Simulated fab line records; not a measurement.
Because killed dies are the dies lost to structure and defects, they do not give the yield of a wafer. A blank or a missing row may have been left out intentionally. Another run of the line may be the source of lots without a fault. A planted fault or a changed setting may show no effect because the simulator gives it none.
fab line records | flow gf180mcu
[record] lots = 14 | wafers = 42 | lastDay = 34
route steps=602 shown DNWELL@41 DUAL_GATE@156 PSD@263 SALICIDE@281
lots untouched by any fault: they come from a run of this same line in which no faults occurred
startH: start of the lot's first displayed wafer, in hours after the record's first day | waitH: how many hours have passed since the lot's step before this one | " as in the row above | L1.1+2: a single row standing in for several wafers | - either no value or no given start | * or withheld: withheld | < > ~ a bound
route shown NAME@n: a module of which the file shows steps, and the number in the route of the first | usual: the fault-free wafers' mean and standard deviation | same: alike in all rows | chamber/n: place in a boat | sites: readings site by site | _std_site: standard deviation across them | _edge_site: mean of outer sites minus mean of inner sites | radiusMm: for every site, how far away it sits from the centre of the wafer | mask NAME#n: copy n | behind: the most recent tool/chamber to have shaped the wafer | hold: cause of the lot's hold/its duration in hours/its outcome | device: transistor that didn't switch, given as n, p or np | end of line: the route-end tests of the same wafers | a step with no rows: only its recipe | killed: count of dies lost to structure and defects at first sort (not the wafer's yield) | map: a wafer's dies, marking killed ones x, the rest . and places with no die _
set.NAME: the setting that was run; set.NAME@STEP: the one run at that earlier step | model.NAME: the simulator's own value behind a step, which no gauge read
route steps across a sampled set of lots; one table per step, one row per wafer
services: from which hour (startH, from the record's first day; less than 0 if before it) a tool's chamber was out of use, for how many hours, and why
[[steps]]
[step GF_DNWELL_TW_MEAS_09]
[usual] DNWELL_TW = 1337/18
lot.wafer | tool         | chamber | startH | waitH | DNWELL_TW
L887.2    | filmMetro-04 | -       | 44.11  | 0.1   | 1324
L887.4    | "            | -       | "      | "     | 1329
L887.5    | "            | -       | "      | "     | 1335
L888.2    | filmMetro-03 | -       | 48.84  | 0.1   | 1364
L888.4    | "            | -       | "      | "     | 1362
L888.5    | "            | -       | "      | "     | 1371
L889.1    | filmMetro-01 | -       | 53.54  | 0.1   | 1330
L889.4    | "            | -       | "      | "     | 1326
L889.5    | "            | -       | "      | "     | 1323
L890.1    | filmMetro-03 | -       | 59.54  | 0.1   | 1342
L890.2    | "            | -       | "      | "     | 1345
L890.5    | "            | -       | "      | "     | 1339
L891.1    | filmMetro-04 | -       | 63.73  | 0.1   | 1344
L891.2    | "            | -       | "      | "     | 1350
L891.6    | "            | -       | "      | "     | 1350
L892.2    | filmMetro-04 | -       | 68.26  | 0.1   | 1336
L892.3    | "            | -       | "      | "     | 1340
L892.6    | "            | -       | "      | "     | 1347
L895.2    | filmMetro-03 | -       | 84.74  | 0.1   | 1360
L895.4    | "            | -       | "      | "     | 1354
L895.6    | "            | -       | "      | "     | 1357
L897.1    | filmMetro-01 | -       | 97.40  | 0.1   | 1311
L897.4    | "            | -       | "      | "     | 1304
L897.5    | "            | -       | "      | "     | 1306
L901.1    | filmMetro-01 | -       | 117.45 | 0.1   | 1325
L901.2    | "            | -       | "      | "     | 1318
L901.5    | "            | -       | "      | "     | 1319
L903.2    | filmMetro-03 | -       | 128.11 | 0.1   | 1351
L903.4    | "            | -       | "      | "     | 1358
L903.5    | "            | -       | "      | "     | 1356
L904.2    | filmMetro-04 | -       | 133.76 | 0.1   | 1335
L904.3    | "            | -       | "      | "     | 1339
L904.6    | "            | -       | "      | "     | 1344
L908.1    | filmMetro-01 | -       | 154.79 | 0.1   | 1313
L908.4    | "            | -       | "      | "     | 1309
L908.5    | "            | -       | "      | "     | 1316
L909.1    | filmMetro-04 | -       | 160.64 | 0.1   | 1339
L909.2    | "            | -       | "      | "     | 1338
L909.3    | "            | -       | "      | "     | 1336
L910.4    | filmMetro-04 | -       | 166.42 | 0.1   | 1347
L910.5    | "            | -       | "      | "     | 1347
L910.6    | "            | -       | "      | "     | 1349
[step GF_DUAL_GATE_OXIDATION_15]
[recipe] tempC = 850 | ambient = O2 | stabiliseS = 600 | purgeS = 300 | targetThkA = 70.98 | oxTimeS = 1995
[usual] oxTempC = 850.0/0.4 | oxTempCMax = 853.9/1.1 | spikeTcCentreC = 852.2/0.96 | zonePowerLowerPct = 14.3/1.6
lot.wafer | tool       | chamber | startH | waitH | oxTempC | oxTempCMax | spikeTcCentreC | zonePowerLowerPct
L887.2    | furnace-02 | 0       | 179.77 | 2.5   | 850.2   | 854.1      | 852.2          | 16.2
L887.4    | "          | 0       | "      | "     | 849.5   | 854.3      | 851.7          | 16.5
L887.5    | "          | 0       | "      | "     | 849.5   | 854.6      | 851.2          | 16.4
L888.2    | furnace-01 | 0       | 186.30 | 3.4   | 850.2   | 853.2      | 852.1          | 13.0
L888.4    | "          | 0       | "      | "     | 849.8   | 852.6      | 851.0          | 12.8
L888.5    | "          | 0       | "      | "     | 850.0   | 853.6      | 851.9          | 13.1
L889.1    | furnace-02 | 0       | 192.44 | 2.6   | 850.2   | 854.4      | 852.7          | 16.0
L889.4    | "          | 0       | "      | "     | 851.0   | 857.0      | 852.1          | 16.1
L889.5    | "          | 0       | "      | "     | 849.6   | 855.2      | 852.5          | 16.4
L890.1    | furnace-01 | 0       | 199.88 | 1.0   | 850.0   | 852.8      | 851.1          | 13.1
L890.2    | "          | 0       | "      | "     | 849.9   | 852.6      | 851.5          | 13.1
L890.5    | "          | 0       | "      | "     | 849.8   | 853.2      | 851.1          | 13.0
L891.1    | furnace-01 | 0       | 205.81 | 0.0   | 849.5   | 852.2      | 853.1          | 13.0
L891.2    | "          | 0       | "      | "     | 849.2   | 852.4      | 853.8          | 12.9
L891.6    | "          | 0       | "      | "     | 850.1   | 853.2      | 853.2          | 13.3
L892.2    | furnace-01 | 0       | 215.18 | 2.7   | 849.8   | 853.3      | 853.3          | 13.1
L892.3    | "          | 0       | "      | "     | 850.5   | 853.7      | 852.2          | 12.9
L892.6    | "          | 0       | "      | "     | 850.0   | 853.0      | 849.4          | 13.1
L895.2    | furnace-01 | 0       | 230.36 | 2.6   | 849.4   | 853.4      | 851.6          | 13.0
L895.4    | "          | 0       | "      | "     | 850.0   | 852.8      | 852.4          | 13.3
L895.6    | "          | 0       | "      | "     | 849.3   | 852.1      | 851.5          | 12.9
L897.1    | furnace-02 | 0       | 248.83 | 0.6   | 850.5   | 856.3      | 853.0          | 16.1
L897.4    | "          | 0       | "      | "     | 850.4   | 855.2      | 853.4          | 16.1
L897.5    | "          | 0       | "      | "     | 850.3   | 855.9      | 851.0          | 16.2
L901.1    | furnace-02 | 0       | 274.18 | 0.9   | 850.7   | 855.5      | 851.7          | 16.3
L901.2    | "          | 0       | "      | "     | 849.8   | 855.0      | 852.6          | 16.2
L901.5    | "          | 0       | "      | "     | 849.9   | 855.5      | 852.2          | 16.6
L903.2    | furnace-01 | -       | 285.20 | 0.0   | -       | -          | -              | -
L903.4    | "          | -       | "      | "     | -       | -          | -              | -
L903.5    | "          | -       | "      | "     | -       | -          | -              | -
L904.2    | furnace-01 | -       | 291.88 | 0.0   | -       | -          | -              | -
L904.3    | "          | -       | "      | "     | -       | -          | -              | -
L904.6    | "          | -       | "      | "     | -       | -          | -              | -
L908.1    | furnace-02 | 0       | 325.81 | 0.5   | 849.8   | 854.6      | 853.4          | 16.2
L908.4    | "          | 0       | "      | "     | 849.9   | 854.3      | 853.2          | 16.2
L908.5    | "          | 0       | "      | "     | 849.9   | 854.6      | 851.7          | 16.4
L909.1    | furnace-01 | 0       | 328.06 | 0.0   | 850.1   | 853.5      | 851.7          | 13.0
L909.2    | "          | 0       | "      | "     | 850.1   | 853.9      | 851.8          | 13.0
L909.3    | "          | 0       | "      | "     | 850.7   | 854.2      | 853.0          | 13.1
L910.4    | furnace-02 | 0       | 336.12 | 0.0   | 849.8   | 854.6      | 851.9          | 16.2
L910.5    | "          | 0       | "      | "     | 850.1   | 855.0      | 853.3          | 16.3
L910.6    | "          | 0       | "      | "     | 850.2   | 854.2      | 853.0          | 16.0
[step GF_PSD_RS_MEAS_15]
[recipe] thkMeasGauge = four-point-probe
[usual] PSD_RS = 108.5/0.33
lot.wafer | tool         | chamber | startH | waitH | PSD_RS[ohm/sq]
L887.2    | filmMetro-02 | -       | 321.09 | 0.1   | 108.8
L887.4    | "            | -       | "      | "     | 108.4
L887.5    | "            | -       | "      | "     | 108.7
L888.2    | filmMetro-02 | -       | 326.43 | 0.1   | 108.8
L888.4    | "            | -       | "      | "     | 108.2
L888.5    | "            | -       | "      | "     | 108.5
L889.1    | filmMetro-01 | -       | 335.43 | 0.1   | 109.0
L889.4    | "            | -       | "      | "     | 109.0
L889.5    | "            | -       | "      | "     | 108.7
L890.1    | filmMetro-01 | -       | 351.19 | 0.1   | 108.7
L890.2    | "            | -       | "      | "     | 108.2
L890.5    | "            | -       | "      | "     | 109.1
L891.1    | filmMetro-01 | -       | 356.31 | 0.1   | 109.0
L891.2    | "            | -       | "      | "     | 108.8
L891.6    | "            | -       | "      | "     | 108.7
L892.2    | filmMetro-03 | -       | 365.48 | 0.1   | 108.3
L892.3    | "            | -       | "      | "     | 107.9
L892.6    | "            | -       | "      | "     | 108.6
L895.2    | filmMetro-01 | -       | 381.92 | 0.1   | 108.7
L895.4    | "            | -       | "      | "     | 109.0
L895.6    | "            | -       | "      | "     | 108.9
L897.1    | filmMetro-01 | -       | 410.28 | 0.1   | 108.7
L897.4    | "            | -       | "      | "     | 108.8
L897.5    | "            | -       | "      | "     | 108.6
L901.1    | filmMetro-02 | -       | 437.62 | 0.1   | 109.0
L901.2    | "            | -       | "      | "     | 109.1
L901.5    | "            | -       | "      | "     | 108.9
L908.1    | filmMetro-01 | -       | 497.56 | 0.1   | 108.2
L908.4    | "            | -       | "      | "     | 108.9
L908.5    | "            | -       | "      | "     | 108.1
L909.1    | filmMetro-02 | -       | 498.85 | 0.1   | 108.4
L909.2    | "            | -       | "      | "     | 108.3
L909.3    | "            | -       | "      | "     | 108.5
L910.4    | filmMetro-03 | -       | 508.27 | 0.1   | 108.1
L910.5    | "            | -       | "      | "     | 108.4
L910.6    | "            | -       | "      | "     | 108.2
[step GF_SALICIDE_SPUTTER_03]
[recipe] material = TiN | targetThkNm = 20 | powerW = 6500 | timeS = 16.7 | chamberPressurePa = 0.4
[usual] throttleValvePct = 29.9/0.85
lot.wafer | tool          | chamber | startH | waitH | throttleValvePct
L887.2    | pvdSputter-01 | -       | 342.54 | 0.0   | 29.8
L887.4    | "             | -       | "      | "     | 29.0
L887.5    | "             | -       | "      | "     | 29.0
L888.2    | pvdSputter-04 | -       | 347.97 | 0.0   | 28.9
L888.4    | "             | -       | "      | "     | 28.2
L888.5    | "             | -       | "      | "     | 29.1
L889.1    | pvdSputter-01 | -       | 357.58 | 0.0   | 30.2
L889.4    | "             | -       | "      | "     | 30.1
L889.5    | "             | -       | "      | "     | 30.2
L890.1    | pvdSputter-02 | -       | 373.06 | 0.0   | 29.2
L890.2    | "             | -       | "      | "     | 30.9
L890.5    | "             | -       | "      | "     | 29.3
L891.1    | pvdSputter-02 | -       | 378.77 | 0.0   | 29.6
L891.2    | "             | -       | "      | "     | 30.2
L891.6    | "             | -       | "      | "     | 31.0
L892.2    | pvdSputter-02 | -       | 388.65 | 0.0   | 29.5
L892.3    | "             | -       | "      | "     | 31.1
L892.6    | "             | -       | "      | "     | 29.4
L895.2    | pvdSputter-04 | -       | 405.25 | 0.0   | 30.9
L895.4    | "             | -       | "      | "     | 29.1
L895.6    | "             | -       | "      | "     | 31.0
L897.1    | pvdSputter-01 | -       | 434.79 | 0.0   | 30.3
L897.4    | "             | -       | "      | "     | 29.1
L897.5    | "             | -       | "      | "     | 29.2
L901.1    | pvdSputter-02 | -       | 462.46 | 0.0   | 31.3
L901.2    | "             | -       | "      | "     | 30.2
L901.5    | "             | -       | "      | "     | 30.2
L908.1    | pvdSputter-04 | -       | 521.15 | 0.0   | 31.1
L908.4    | "             | -       | "      | "     | 30.7
L908.5    | "             | -       | "      | "     | 30.8
L909.1    | pvdSputter-02 | -       | 522.60 | 0.0   | 31.2
L909.2    | "             | -       | "      | "     | 29.4
L909.3    | "             | -       | "      | "     | 30.5
L910.4    | pvdSputter-04 | -       | 531.72 | 0.0   | 29.1
L910.5    | "             | -       | "      | "     | 28.9
L910.6    | "             | -       | "      | "     | 31.1
[[services]]
tool          | chamber | startH | hours | kind
pvdSputter-01 | -       | 167.82 | 7.6   | repair
furnace-01    | -       | 173.82 | 8.6   | pm
pvdSputter-02 | -       | 179.67 | 1.3   | repair
furnace-02    | -       | 182.77 | 8.3   | pm
pvdSputter-01 | -       | 200.58 | 5.4   | repair
pvdSputter-02 | -       | 208.91 | 7.8   | repair
furnace-02    | -       | 210.63 | 16.3  | pm
pvdSputter-04 | -       | 226.38 | 0.6   | repair
pvdSputter-04 | -       | 246.52 | 0.6   | repair
pvdSputter-04 | -       | 267.94 | 4.2   | repair
furnace-01    | -       | 271.84 | 3.7   | pm
furnace-02    | -       | 295.64 | 4.4   | pm
pvdSputter-01 | -       | 297.48 | 1.8   | repair
furnace-02    | -       | 307.57 | 3.4   | pm
furnace-01    | -       | 355.48 | 3.4   | pm
pvdSputter-04 | -       | 359.33 | 2.2   | repair
pvdSputter-04 | -       | 371.80 | 10.3  | repair
furnace-01    | -       | 439.32 | 3.4   | pm
furnace-02    | -       | 454.98 | 9.8   | repair
furnace-02    | -       | 458.08 | 16.3  | repair
furnace-02    | -       | 474.41 | 3.1   | pm
furnace-02    | -       | 477.54 | 8.8   | pm
pvdSputter-01 | -       | 505.61 | 6.3   | repair
pvdSputter-04 | -       | 516.60 | 1.7   | repair
[[key]]
[firstSign] step = GF_DUAL_GATE_OXIDATION_15 | reading = toolRecord | direction = missing
effect none on later readings
metAt GF_DUAL_GATE_OXIDATION_15
struckLots L903,L904
laterRowsLeftOut L903.2,L903.4,L903.5,L904.2,L904.3,L904.6
sortLeftOut L903.2,L903.4,L903.5,L904.2,L904.3,L904.6
testerLeftOut L903,L904
notActingAt GF_DNWELL_TW_MEAS_09,GF_PSD_RS_MEAS_15,GF_SALICIDE_SPUTTER_03
onsetBetween 230.36 285.20
[fault] kind = skippedStepWhole | tool = furnace-01 | chamber = - | onsetH = 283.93 | steps = GF_DUAL_GATE_OXIDATION_15 | scope = struckLotsOnly
// testerLeftOut: of these lots the tester's yield and bins aren't shown, on N5 and GAA mostly nor the transistor test; their killed dies are dies lost to structure and defects alone, not to doping, threshold or leakage, so they don't give the yield
// sortLeftOut: the simulated sort isn't trusted on such a fault, so these wafers' sort isn't shown, and their yield isn't known
// laterRowsLeftOut: the simulator's readings of these wafers behind a module that went badly wrong aren't trusted and aren't shown, but for the sort
